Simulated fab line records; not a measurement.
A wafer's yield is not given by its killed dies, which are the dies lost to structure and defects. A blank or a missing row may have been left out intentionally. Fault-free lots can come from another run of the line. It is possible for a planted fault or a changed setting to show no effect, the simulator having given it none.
A lot that was struck, set against a sound lot    flow sky130    30 steps out of a route of 708
Sound: wafers L632.1, L632.2, L632.5. Struck: wafers L620.2, L620.3, L620.5. The cause is named last.
Order at every step that has rows: each side's tool, ch and its chambers, its first start. Under that, the readings that differ: sound wafers    struck wafers    difference of the means    sigmas: that difference in standard deviations of wafers without a fault.
alike: words and numbers the same on both sides, and readings whose means are apart by under 2 such deviations; not compared: readings that were withheld, readings missing a value for some wafer, numbers with overlapping values and no deviation given by the record, and bounds like >300 which may hide the same value.
Wherever a step has rows on one side only, a row that says differs or no value, or a row with sigmas, the two part there. When numbers do not overlap yet have no deviation, they are printed without sigmas and do not part them. A reading missing from all wafers of one side parts the sides only when that side holds two or more wafers.

first, 5 steps without rows for these wafers: SKY_SONOS_ONO_COAT_08 (resist thk 1140 nm); SKY_SONOS_ONO_SOFTBAKE_09 (time 60 s); SKY_SONOS_ONO_EXPOSE_10 (exposes mask ONOM, target cd 410 nm); SKY_SONOS_ONO_PEB_11; SKY_SONOS_ONO_DEVELOP_12 (develop time 60 s).
SKY_SONOS_ONO_CD_MEAS_13: the cd target is 410 nm.
  sound on cd sem-02, day 18 01:35; struck on cd sem-02, day 13 15:52
  alike: cd nm
SKY_SONOS_ONO_OVL_MEAS_14:
  sound on overlay-02, day 18 01:43; struck on overlay-02, day 13 15:58
  alike: SONOS_ONO_OVL
SKY_SONOS_ONO_ETCH_15: etches the open film in CHF3/O2, target depth 19.52 nm, time 7.8 s.
  sound on rie diel-02 ch 0,2, day 18 01:45; struck on rie diel-01 ch 0,2,3, day 13 16:00
  alike: drypump motor current A, oes product au, throttle valve pct
  not compared: rf hours counter h
then, 1 step without rows for these wafers: SKY_SONOS_ONO_WET_ETCH_16 (etches SiO2 in dHF, target depth 14 nm, time 280 s).
SKY_SONOS_ONO_STRIP_17: strips in O2/N2.
  sound on plasma asher-02 ch 0,1, day 18 01:51; struck on plasma asher-02 ch 0,1, day 13 16:07
reading                       sound              struck             difference  sigmas
strip time to endpoint s (s)  14.15 14.14 14.12  14.06 13.98 14.07  -0.10       -2
  alike: drypump motor current A, oes product au
  not compared: rf hours counter h
then, 2 steps without rows for these wafers: SKY_SONOS_ONO_WET_ETCH_18 (etches Si3N4 in H3PO4, target depth 15 nm, time 172 s); SKY_GATE_OXIDE_CLEAN_00 (cleans in SC1/SC2, time 150 s).
SKY_GATE_OXIDE_OXIDATION_01: stabilise 600 s, purge 300 s, target thk 10.268 nm.
  sound on furnace-02 ch 0, day 18 02:19; struck on furnace-02 ch 0, day 13 16:56
reading                                            sound                 struck               difference  sigmas
spike tc bottom C (C)                              919.3 918.0 917.4     897.3 897.5 897.7    -20.7       -19
spike tc centre C (C)                              900.4 900.1 899.1     876.8 878.2 878.3    -22.1       -22
spike tc lower C (C)                               898.9 901.1 898.4     878.1 877.8 878.0    -21.5       -11
spike tc top C (C)                                 909.4 911.8 911.1     888.8 885.1 888.6    -23.3       -23
spike tc upper C (C)                               900.4 901.3 901.7     877.9 879.2 878.0    -22.8       -21
tube center temp C (C)                             900.12 900.02 900.02  877.7 877.73 877.64  -22.4       -99 or more
tube_center_temp_C_max                             902.4 902.8 902.0     879.3 879.9 881.3    -22.2       -54
zone power centre pct (%)                          17.78 17.80 18.38     17.04 17.24 17.06    -0.87       -5
model.SiO2_of_GATE_OXIDE_OXIDATION_01.thk nm (nm)  10.32 10.42 10.32     8.239 8.217 8.194    -2.137      
  alike: zone power bottom pct
SKY_GATE_OXIDE_THK_MEAS_02:
  sound on film metro-03, day 18 03:44; struck on film metro-03, day 13 18:21
reading                           sound              struck          difference  sigmas
GATE_OXIDE_OXIDATION_00_THK (nm)  10.34 10.49 10.31  8.25 8.23 8.20  -2.15       -13
then, 7 steps without rows for these wafers: SKY_GATE_OXIDE_DEHYDRATE_03 (time 60 s); SKY_GATE_OXIDE_HMDS_04 (prime time 60 s); SKY_GATE_OXIDE_COAT_05 (resist thk 1140 nm); SKY_GATE_OXIDE_SOFTBAKE_06 (time 60 s); SKY_GATE_OXIDE_EXPOSE_07 (exposes mask LVOM, target cd 600 nm); SKY_GATE_OXIDE_PEB_08; SKY_GATE_OXIDE_DEVELOP_09 (develop time 60 s).
SKY_GATE_OXIDE_OVL_MEAS_10:
  sound on overlay-02, day 19 10:14; struck on overlay-02, day 14 19:02
  alike: GATE_OXIDE_OVL
then, 2 steps without rows for these wafers: SKY_GATE_OXIDE_IMPLANT_11; SKY_GATE_OXIDE_WET_ETCH_12 (etches SiO2 in dHF, target depth 16.8 nm, time 336 s).
SKY_GATE_OXIDE_STRIP_13: strips in O2/N2.
  sound on plasma asher-04 ch 0,1, day 19 10:39; struck on plasma asher-04 ch 0,1, day 14 19:19
  alike: drypump motor current A, oes product au, strip time to endpoint s
  not compared: rf hours counter h
SKY_GATE_OXIDE_TW_MEAS_14:
  sound on film metro-02, day 19 10:45; struck on film metro-02, day 14 19:26
  alike: GATE_OXIDE_TW
then, 1 step without rows for these wafers: SKY_GATE_OXIDE_CLEAN_15 (cleans in SC1/SC2, time 150 s).
SKY_GATE_OXIDE_OXIDATION_16: stabilise 600 s, purge 300 s, target thk 3.57 nm.
  sound on furnace-02 ch 0, day 19 12:13; struck on furnace-01 ch 0, day 14 20:53
reading                                            sound              struck             difference  sigmas
spike tc bottom C (C)                              821.6 822.0 820.8  819.9 819.2 818.7  -2.2        -2
spike tc upper C (C)                               800.7 801.6 802.8  798.3 797.3 799.1  -3.5        -3
zone power bottom pct (%)                          20.6 19.8 20.4     21.7 21.1 21.4     +1.1        +2
model.SiO2_of_GATE_OXIDE_OXIDATION_01.thk nm (nm)  11.68 11.76 11.65  9.767 9.763 9.733  -1.942      
  alike: spike tc centre C, spike tc lower C, spike tc top C, tube center temp C, tube_center_temp_C_max, zone power centre pct
then, 1 step without rows for these wafers: SKY_POLY_GATE_CVD_00 (deposits poly-Si, target thk 180 nm, time 720 s).
-- record jumps: 32 days separate the struck wafers' starts on either side; left off in module POLY_GATE, taken up again in module PAD_OPEN, whose first shown step is the route's number 708 --
SKY_PAD_OPEN_PROBE_99:
  sound on prober-01, day 49 10:46; struck on prober-01, day 46 13:02
reading                                 sound                          struck                         difference  sigmas
model.etest.nfet_16v.r on ohm um        1.436e+04 1.428e+04 1.424e+04  1.278e+04 1.28e+04 1.276e+04   -1.513e+03  
model.etest.pfet_16v.r on ohm um        1.575e+04 1.541e+04 1.542e+04  1.427e+04 1.453e+04 1.455e+04  -1.077e+03  
model.etest.pfet g5v0d10v5.r on ohm um  4773 4794 4731                 4327 4330 4319                 -441        
model.etest.tip sonos.rs ohm sq         2683 2690 2656                 2338 2364 2352                 -325        
model.etest.nfet g5v0d10v5.r on ohm um  1894 1936 1916                 1706 1722 1716                 -201        
model.etest.nfet g5v0d10v5.drive ua um  597.9 590.1 602.9              712.9 715.5 707.2              +114.9      
model.etest.nfet_05v0_nvt.drive ua um   564.1 562.4 567.5              675 668.7 675.2                +108        
model.etest.pfet g5v0d10v5.drive ua um  343 339.7 339.6                388.6 390.2 388.4              +48.3       
  alike: killed_at_M0_to_M3, killed_at_M4_up, killed at contacts, killed at front end, killed at other, killed dies, killed open, killed short

WHERE THEY PART
Last at SKY_GATE_OXIDE_OXIDATION_16 as far as this record goes, first at SKY_SONOS_ONO_STRIP_17. Later steps at which nothing parts them and some readings are alike: SKY_PAD_OPEN_PROBE_99.

WHY: the cause the simulator had injected
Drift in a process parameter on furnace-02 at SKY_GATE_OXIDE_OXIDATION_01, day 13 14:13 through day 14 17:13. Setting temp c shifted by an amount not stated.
